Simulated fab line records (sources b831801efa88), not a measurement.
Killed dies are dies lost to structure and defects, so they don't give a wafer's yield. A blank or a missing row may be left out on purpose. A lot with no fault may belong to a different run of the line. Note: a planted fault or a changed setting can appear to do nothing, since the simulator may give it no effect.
fab line records	flow sky130
[record] lots = 13	wafers = 39	lastDay = 50
route steps=708 shown FIELD_ISO@5 NWELL@75 VT_ADJUST_HVTR@138 VT_ADJUST_PCH@152
lots with no fault: from the same line, run without faults
startH: hours from the record's first day to the start of the lot's first wafer shown	waitH: hours since the lot's step before	" identical to the entry in the row above	L1.1+2: several wafers, shown together as one row	- value missing, or start not given	* or withheld: withheld	< > ~ a bound
route shown NAME@n: names a module that has steps shown in the file, with the first one's number in the route	usual: mean and standard deviation over wafers with no fault	same: alike in all rows	chamber/n: place in a boat	sites: each site's reading	_std_site: the values' standard deviation	_edge_site: inner sites' mean taken away from outer sites' mean	radiusMm: for every site, how far away it sits from the centre of the wafer	mask NAME#n: copy n	behind: the last tool/chamber to shape the wafer	hold: what put the lot on hold/how long, in hours/how the hold closed	device: which transistor (n, p or np) failed to switch	end of line: tests of these same wafers at the route's end	a step without rows: its recipe alone	killed: the dies lost at the first sort to structure and to defects; this is not the yield of the wafer	map: the dies of a wafer, with x for killed, . for not killed, _ for no die there
set.NAME: the setting that was run; set.NAME@STEP: the one run at that earlier step	model.NAME: the simulator's own value behind a step, which no gauge read
the route's steps for a sample of lots (tables are steps, rows are wafers)
services: when a tool's chamber went out of use (startH, in hours from the record's first day, below 0 if earlier), for how many hours, and the reason
[[steps]]
[step SKY_FIELD_ISO_THK_MEAS_04]
[recipe] reads = Si3N4_of_FIELD_ISO_CVD_03
[usual] FIELD_ISO_CVD_03_THK = 164.9/1.2
lot.wafer	tool	chamber	startH	waitH	FIELD_ISO_CVD_03_THK[nm]
L596.1	filmMetro-04	-	21.50	0.1	165.3
L596.4	"	-	"	"	165.7
L596.5	"	-	"	"	164.1
L595.3	filmMetro-03	-	21.52	0.1	164.7
L595.4	"	-	"	"	164.2
L595.6	"	-	"	"	166.1
L597.1	filmMetro-01	-	26.78	0.0	164.6
L597.4	"	-	"	"	163.7
L597.6	"	-	"	"	163.6
L598.2	filmMetro-01	-	29.62	0.0	163.4
L598.3	"	-	"	"	163.2
L598.6	"	-	"	"	162.7
L599.3	filmMetro-04	-	33.50	0.0	165.2
L599.4	"	-	"	"	166.2
L599.5	"	-	"	"	164.4
L600.1	filmMetro-03	-	39.79	0.0	167.1
L600.3	"	-	"	"	167.2
L600.5	"	-	"	"	166.4
L601.2	filmMetro-01	-	45.57	0.0	167.8
L601.5	"	-	"	"	167.6
L601.6	"	-	"	"	166.5
L602.1	filmMetro-04	-	49.89	0.0	164.7
L602.2	"	-	"	"	165.1
L602.5	"	-	"	"	164.7
L607.1	filmMetro-04	-	74.85	0.0	164.9
L607.4	"	-	"	"	164.6
L607.6	"	-	"	"	165.3
L614.3	filmMetro-03	-	109.71	0.0	164.5
L614.4	"	-	"	"	166.3
L614.6	"	-	"	"	165.8
L615.2	filmMetro-01	-	114.79	0.0	163.7
L615.3	"	-	"	"	163.3
L615.5	"	-	"	"	164.1
L616.2	filmMetro-01	-	118.49	0.0	164.0
L616.3	"	-	"	"	163.3
L616.5	"	-	"	"	164.1
L617.1	filmMetro-03	-	124.37	0.0	167.2
L617.3	"	-	"	"	165.7
L617.4	"	-	"	"	165.2
[step SKY_NWELL_DEVELOP_22]
[recipe] wallAngleDeg = 90	developer = TMAH	developTimeS = 60	devTempC = 23
[usual] developerTempC = 23.01/0.12	resistLineTempC = 23.00/0.11
lot.wafer	tool	chamber	startH	waitH	developerTempC	resistLineTempC
L596.1	lithoTrack-02	0	110	-	22.92	22.99
L596.4	"	0	111	-	22.91	23.07
L596.5	"	0	"	"	22.97	22.98
L595.3	lithoTrack-03	0	112	-	22.92	23.07
L595.4	"	0	"	"	22.91	23.07
L595.6	"	0	"	"	22.82	23.06
L597.1	lithoTrack-04	0	116	-	22.99	22.98
L597.4	"	0	"	"	22.88	22.97
L597.6	"	0	"	"	22.83	22.84
L598.2	lithoTrack-03	0	117	-	23.03	22.81
L598.3	"	0	"	"	23.05	22.78
L598.6	"	0	"	"	23.03	22.97
L599.3	lithoTrack-04	0	120	-	23.23	23.07
L599.4	"	0	"	"	23.39	23.12
L599.5	"	0	"	"	23.18	23.21
L600.1	lithoTrack-03	0	130	-	23.02	23.19
L600.3	"	0	"	"	22.93	23.06
L600.5	"	0	"	"	22.98	23.08
L601.2	lithoTrack-02	0	139	-	22.82	23.06
L601.5	"	0	"	"	23.01	22.97
L601.6	"	0	"	"	22.95	22.94
L602.1	lithoTrack-03	0	147	-	23.13	23.14
L602.2	"	0	"	"	23.16	23.18
L602.5	"	0	"	"	23.08	23.06
L607.1	lithoTrack-04	0	180	-	22.84	22.89
L607.4	"	0	"	"	23.09	22.88
L607.6	"	0	"	"	23.14	23.07
L614.3	lithoTrack-02	0	220	-	25.14	23.14
L614.4	"	0	"	"	25.37	22.90
L614.6	"	0	"	"	25.32	22.91
L615.2	lithoTrack-04	0	226	-	23.06	22.93
L615.3	"	0	"	"	23.03	22.98
L615.5	"	0	"	"	22.86	22.90
L616.2	lithoTrack-02	0	228	-	25.32	23.04
L616.3	"	0	"	"	25.11	23.10
L616.5	"	0	"	"	25.34	23.19
L617.1	lithoTrack-04	0	234	-	23.16	23.04
L617.3	"	0	"	"	23.09	23.02
L617.4	"	0	"	"	23.16	23.06
[step SKY_VT_ADJUST_HVTR_CD_MEAS_07]
[recipe] targetCdNm = 380
[usual] cdNm = 378.8/2.1
lot.wafer	tool	chamber	startH	waitH	cdNm
L596.1	cdSem-01	-	212.90	0.1	376.6
L596.4	"	-	"	"	378.2
L596.5	"	-	"	"	379.1
L595.3	cdSem-01	-	213.87	0.1	381.2
L595.4	"	-	"	"	382.7
L595.6	"	-	"	"	381.1
L597.1	cdSem-02	-	218.60	0.1	381.7
L597.4	"	-	"	"	379.7
L597.6	"	-	"	"	379.1
L598.2	cdSem-02	-	219.19	0.1	382.4
L598.3	"	-	"	"	380.8
L598.6	"	-	"	"	379.5
L599.3	cdSem-01	-	226.04	0.1	376.7
L599.4	"	-	"	"	381.1
L599.5	"	-	"	"	377.0
L600.1	cdSem-02	-	237.20	0.2	378.0
L600.3	"	-	"	"	381.5
L600.5	"	-	"	"	379.0
L601.2	cdSem-02	-	248.57	0.1	377.8
L601.5	"	-	"	"	380.5
L601.6	"	-	"	"	378.7
L602.1	cdSem-01	-	259.85	0.1	374.6
L602.2	"	-	"	"	376.6
L602.5	"	-	"	"	378.4
L607.1	cdSem-02	-	295.92	0.1	383.6
L607.4	"	-	"	"	381.1
L607.6	"	-	"	"	381.3
L614.3	cdSem-01	-	343.82	0.1	381.4
L614.4	"	-	"	"	378.2
L614.6	"	-	"	"	379.6
L615.2	cdSem-01	-	350.07	0.1	374.6
L615.3	"	-	"	"	375.6
L615.5	"	-	"	"	376.6
L616.2	cdSem-02	-	352.70	0.1	375.3
L616.3	"	-	"	"	377.5
L616.5	"	-	"	"	377.3
L617.1	cdSem-02	-	360.33	0.1	381.1
L617.3	"	-	"	"	379.4
L617.4	"	-	"	"	377.9
[step SKY_VT_ADJUST_PCH_STRIP_09]
[recipe] chemistry = O2/N2	powerW = 1400	pressureMtorr = 1500	platenTempC = withheld	o2FlowSccm = 3000	n2FlowSccm = 300	overashFraction = 0.5
[usual] drypumpMotorCurrentA = 5.3/0.39	oesProductAu = 0.722/0.0046	stripTimeToEndpointS = 36.94/0.099
lot.wafer	tool	chamber	startH	waitH	drypumpMotorCurrentA	oesProductAu	rfHoursCounterH	stripTimeToEndpointS
L596.1	plasmaAsher-01	0	236.80	0.1	5.9	0.723	57	36.93
L596.4	"	1	"	"	4.7	0.729	-	36.79
L596.5	"	0	"	"	5.8	0.719	-	36.85
L595.3	plasmaAsher-03	1	238.00	0.1	5.3	0.719	-	36.94
L595.4	"	0	"	"	5.2	0.719	-	36.97
L595.6	"	0	"	"	5.2	0.719	-	36.87
L597.1	plasmaAsher-03	1	242.18	0.1	5.3	0.710	55	37.15
L597.4	"	1	"	"	5.2	0.723	-	36.98
L597.6	"	0	"	"	5.2	0.729	-	37.05
L598.2	plasmaAsher-04	0	243.30	0.1	5.5	0.723	12	36.91
L598.3	"	0	"	"	5.5	0.717	-	37.00
L598.6	"	1	"	"	5.3	0.728	-	36.96
L599.3	plasmaAsher-01	1	249.63	0.1	4.7	0.725	-	37.01
L599.4	"	0	"	"	5.8	0.717	-	36.98
L599.5	"	1	"	"	4.8	0.713	-	37.16
L600.1	plasmaAsher-01	0	260.88	0.1	5.8	0.725	59	37.01
L600.3	"	0	"	"	5.8	0.726	-	36.99
L600.5	"	0	"	"	5.9	0.721	-	37.10
L601.2	plasmaAsher-04	0	273.50	0.1	5.5	0.718	15	37.12
L601.5	"	0	"	"	5.5	0.725	-	37.06
L601.6	"	1	"	"	5.3	0.723	-	37.26
L602.1	plasmaAsher-01	1	284.03	0.1	4.7	0.722	62	37.04
L602.2	"	0	"	"	5.9	0.721	62	36.98
L602.5	"	1	"	"	4.7	0.726	-	36.98
L607.1	plasmaAsher-01	1	322.58	0.1	4.7	0.722	66	37.03
L607.4	"	0	"	"	5.9	0.721	-	36.92
L607.6	"	1	"	"	4.8	0.724	-	36.92
L614.3	plasmaAsher-01	0	372.20	0.1	5.9	0.724	-	36.91
L614.4	"	1	"	"	4.7	0.721	-	36.97
L614.6	"	1	"	"	4.7	0.724	-	36.82
L615.2	plasmaAsher-04	0	378.55	0.1	5.5	0.722	26	36.90
L615.3	"	1	"	"	5.3	0.721	-	36.98
L615.5	"	0	"	"	5.5	0.726	-	37.00
L616.2	plasmaAsher-03	0	381.05	0.1	5.2	0.717	67	36.85
L616.3	"	1	"	"	5.3	0.722	-	36.89
L616.5	"	0	"	"	5.3	0.730	-	36.71
L617.1	plasmaAsher-01	1	389.27	0.1	4.8	0.732	72	36.85
L617.3	"	1	"	"	4.7	0.728	-	36.78
L617.4	"	0	"	"	5.9	0.725	-	36.78
[[services]]
tool	chamber	startH	hours	kind
plasmaAsher-04	-	108.75	9.0	pm
plasmaAsher-04	0	108.75	9.0	ventCycle
plasmaAsher-04	1	108.75	9.0	ventCycle
plasmaAsher-04	0	117.75	-	clean
plasmaAsher-04	1	117.75	-	clean
plasmaAsher-03	-	133.71	0.7	repair
plasmaAsher-04	-	183.31	1.2	repair
plasmaAsher-04	-	231.86	0.7	repair
plasmaAsher-03	-	315.07	7.8	repair
lithoTrack-02	-	315.67	-	consumableReplace:filter
plasmaAsher-03	-	343.35	2.8	pm
[[key]]
[firstSign] step = SKY_NWELL_DEVELOP_22	reading = developerTempC	direction = up	sigmas = 20	usual = *	struck = *
effect none on later readings
metAt SKY_NWELL_DEVELOP_22
struckLots L614,L616
testerLeftOut L614,L616
notActingAt SKY_FIELD_ISO_THK_MEAS_04,SKY_VT_ADJUST_HVTR_CD_MEAS_07,SKY_VT_ADJUST_PCH_STRIP_09
onsetBetween 139 220
[fault] kind = processParameterDrift	tool = lithoTrack-02	chamber = -	onsetH = 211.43	steps = SKY_NWELL_DEVELOP_22	channel = devTempC	offset = *	shape = step	endH = 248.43	actsIn = *	stated = *
// testerLeftOut: of these lots the tester's yield and bins aren't shown, on N5 and GAA mostly nor the transistor test; their killed dies are dies lost to structure and defects alone, not to doping, threshold or leakage, so they don't give the yield
